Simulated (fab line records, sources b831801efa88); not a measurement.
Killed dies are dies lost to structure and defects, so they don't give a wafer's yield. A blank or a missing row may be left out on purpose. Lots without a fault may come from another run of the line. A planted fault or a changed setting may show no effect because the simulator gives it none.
Which tool did it? | flow sky130 | 6 lots, 18 wafers sampled, at 1 step of a route of 708

WHAT THE GAUGES READ, wafer by wafer
SKY_LI_CONTACT_CD_MEAS_12: target cd 170 nm.
lot  | measured     | on        | cd_nm (nm)
L733 | day 29 20:37 | cd_sem-02 | 171.0 172.5 169.8
L735 | day 30 10:11 | cd_sem-01 | 169.0 169.6 169.4
L738 | day 32 01:18 | cd_sem-01 | 173.4 172.1 171.5
L741 | day 32 08:21 | cd_sem-01 | 170.7 172.4 171.5
L745 | day 33 20:14 | cd_sem-01 | 169.3 169.2 170.1
L747 | day 34 08:51 | cd_sem-02 | 171.0 171.6 170.3

WHICH TOOL RAN EACH LOT (tool, then ch and the chambers of the sampled wafers, then the start)
The record holds no process step before these readings.

THE ANSWER, worked out from the rows above alone
Rule: what is usual is taken from the lots themselves. Put in order of their means at a reading, lots are off if they are a third of the lots or fewer, leave a main group of 4 or more, and stand apart from it by a gap of 3 or more times the standard deviation of the main group's means; of several such gaps the widest counts. A main group whose means are all the same, to the digits that the tables above print for the reading, isn't used. A lot without any number at a reading at which 4 lots or more have one is off too. The other lots that the step has rows for count as sound.
No lot is off at any reading shown: from this, nothing can be told.

WHAT THE SIMULATOR HAD PUT IN
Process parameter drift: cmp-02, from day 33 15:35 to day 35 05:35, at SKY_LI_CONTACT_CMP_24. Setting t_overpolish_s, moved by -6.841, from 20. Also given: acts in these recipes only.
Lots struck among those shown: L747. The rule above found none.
